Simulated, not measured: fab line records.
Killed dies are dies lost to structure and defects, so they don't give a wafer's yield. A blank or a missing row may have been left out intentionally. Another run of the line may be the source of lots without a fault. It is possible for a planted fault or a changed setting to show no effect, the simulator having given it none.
2 desks, one fault :: flow gf180mcu :: numbers are kept per desk, each desk with only its own; the story behind them comes last

== AT THE TOOL OWNER'S DESK: lithoTrack-03 ==
At GF_POLY_GATE_SOFTBAKE_06 (time 60 s), the tool's own readings, given per lot that ran on this tool as the mean of the sampled wafers with a number. Any lot whose mean is over 4 standard deviations away from the usual mean is out of limits and marked OUT; that distance is given in the brackets.
Columns: A = resistLineTempC at GF_POLY_GATE_SOFTBAKE_06, usual 22.99 C; B = runLengthS at GF_POLY_GATE_SOFTBAKE_06, usual 88.90 s
lot: L215
first seen here: day 9 14:00
A: 22.95
B: 88.77

lot: L218
first seen here: day 10 17:00
A: 23.02
B: 88.81

lot: L224
first seen here: day 12 07:00
A: 22.97
B: 98.61 (+75) OUT

lot: L226
first seen here: day 13 03:00
A: 22.96
B: 98.70 (+75) OUT
Finding of this desk: L224, L226 out of limits; the first was L224 at day 12 07:00, on runLengthS at GF_POLY_GATE_SOFTBAKE_06. Within limits: L215, L218.

== AT THE METROLOGY DESK ==
Means of the sampled wafers that have a number, per lot and without regard to the tool the lot ran on: this is what the gauges read. Any lot whose mean is over 4 standard deviations away from the usual mean is out of limits and marked OUT; that distance is given in the brackets.
Columns: A = VT_IMPLANT_03_OVL at GF_VT_IMPLANT_OVL_MEAS_40, usual 0.4 nm; B = POLY_GATE_OVL at GF_POLY_GATE_OVL_MEAS_11, usual 3 nm
lot: L214
first seen here: day 8 01:37
A: 1.7
B: -5

lot: L215
first seen here: day 8 08:17
A: -0.3
B: 4

lot: L216
first seen here: day 8 18:53
A: -0.4
B: -2

lot: L217
first seen here: day 8 23:16
A: -0.6
B: 1

lot: L218
first seen here: day 9 05:31
A: 0.3
B: 10

lot: L220
first seen here: day 9 15:58
A: -0.2
B: 1

lot: L221
first seen here: day 9 23:49
A: -0.4
B: 3

lot: L224
first seen here: day 10 20:55
A: 2.0
B: 3

lot: L226
first seen here: day 11 16:01
A: 1.9
B: 1

lot: L227
first seen here: day 11 20:37
A: -0.4
B: 2

lot: L231
first seen here: day 13 00:34
A: -0.3
B: 4

lot: L232
first seen here: day 13 06:40
A: -0.2
B: 6

lot: L233
first seen here: day 13 08:28
A: 0.5
B: 5

lot: L234
first seen here: day 13 23:16
A: -1.4
B: 3
This desk's finding: nothing out of limits on any of the 14 lots.

== BROUGHT TOGETHER ==
The tool owner's desk had the chance to raise an alarm at day 12 07:00 on L224, L226.
At the metrology desk, nothing out of limits was observed.
The metrology desk holds a record of L224, L226, inside its limits.
The lots listed all ran GF_POLY_GATE_SOFTBAKE_06 on lithoTrack-03.

== WHAT THE SIMULATOR PUT IN ==
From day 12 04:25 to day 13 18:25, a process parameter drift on lithoTrack-03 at GF_POLY_GATE_SOFTBAKE_06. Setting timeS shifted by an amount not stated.
Struck lots among those shown: L224, L226.
Delay in hours, fault start to first out-of-limits reading, by desk: the tool owner's desk at 3.
